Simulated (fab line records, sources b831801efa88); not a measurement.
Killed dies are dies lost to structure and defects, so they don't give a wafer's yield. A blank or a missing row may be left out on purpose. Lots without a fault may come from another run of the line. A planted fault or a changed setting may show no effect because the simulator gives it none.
A struck lot beside a sound one | flow sky130 | 15 steps out of a route of 708
Sound: wafers L681.1, L681.4, L681.6. Struck: wafers L684.2, L684.3, L684.6. The cause comes at the end.
At each step with rows: each side's tool, then ch and its chambers, then its first start. Under that, the readings that differ: sound wafers | struck wafers | difference of the means | sigmas: that difference in standard deviations of wafers without a fault.
alike: readings whose means differ by less than 2 such deviations, and words and numbers that are the same on both sides. not compared: withheld readings, readings that some wafer has no value for, bounds like >300 that may hide the same value, and numbers for which the record gives no deviation and whose values overlap.
The two part at a step that has a row with sigmas, a row that says differs or no value, or rows on one side only. Numbers that don't overlap but have no deviation are shown without sigmas and don't part them. A reading that every wafer of one side lacks parts them only if that side has two wafers or more.

SKY_SONOS_ONO_OVL_MEAS_14:
  sound on overlay-02, day 13 06:17; struck on overlay-01, day 13 16:35
  alike: SONOS_ONO_OVL
SKY_SONOS_ONO_ETCH_15: etches the open film in CHF3/O2, target depth 19.52 nm, time 7.8 s.
  sound on rie_diel-01 ch 0,2,3, day 13 06:19; struck on rie_diel-02 ch 0,1,3, day 13 16:37
  alike: drypump_motor_current_A, oes_product_au, throttle_valve_pct
  not compared: rf_hours_counter_h
then, 1 step without rows for these wafers: SKY_SONOS_ONO_WET_ETCH_16 (etches SiO2 in dHF, target depth 14 nm, time 280 s).
SKY_SONOS_ONO_STRIP_17: strips in O2/N2.
  sound on plasma_asher-04 ch 1, day 13 06:26; struck on plasma_asher-04 ch 1, day 13 16:44
  alike: drypump_motor_current_A, oes_product_au, strip_time_to_endpoint_s
  not compared: rf_hours_counter_h
then, 3 steps without rows for these wafers: SKY_SONOS_ONO_WET_ETCH_18 (etches Si3N4 in H3PO4, target depth 15 nm, time 172 s); SKY_GATE_OXIDE_CLEAN_00 (cleans in SC1/SC2, time 150 s); SKY_GATE_OXIDE_OXIDATION_01 (stabilise 600 s, purge 300 s, target thk 10.268 nm).
SKY_GATE_OXIDE_THK_MEAS_02:
  sound on film_metro-02, day 13 09:02; struck on film_metro-03, day 13 19:59
  alike: GATE_OXIDE_OXIDATION_00_THK
then, 4 steps without rows for these wafers: SKY_GATE_OXIDE_DEHYDRATE_03 (time 60 s); SKY_GATE_OXIDE_HMDS_04 (prime time 60 s); SKY_GATE_OXIDE_COAT_05 (resist thk 1140 nm); SKY_GATE_OXIDE_SOFTBAKE_06 (time 60 s).
SKY_GATE_OXIDE_EXPOSE_07: exposes mask LVOM, target cd 600 nm.
  sound on iline_stepper-01 ch 0, day 13 22:41; struck on iline_stepper-01 ch 0, day 14 08:34
  reading | sound                | struck                        | difference | sigmas
  mask    | LVOM#0 LVOM#0 LVOM#0 | LVOM_R1#0 LVOM_R1#0 LVOM_R1#0 | differs    |
then, 1 step without rows for these wafers: SKY_GATE_OXIDE_PEB_08.
-- the record jumps here: 32 days lie between the struck wafers' starts before and after (it left off in module GATE_OXIDE and takes up again in module PAD_OPEN, whose first step shown is number 708 of the route) --
SKY_PAD_OPEN_PROBE_99:
  the record has rows for the struck wafers here (prober-02, day 46 11:31) and none for the sound ones

WHERE THEY PART
First at SKY_GATE_OXIDE_EXPOSE_07; last, within this record, at SKY_PAD_OPEN_PROBE_99.

WHY: what the simulator had put in
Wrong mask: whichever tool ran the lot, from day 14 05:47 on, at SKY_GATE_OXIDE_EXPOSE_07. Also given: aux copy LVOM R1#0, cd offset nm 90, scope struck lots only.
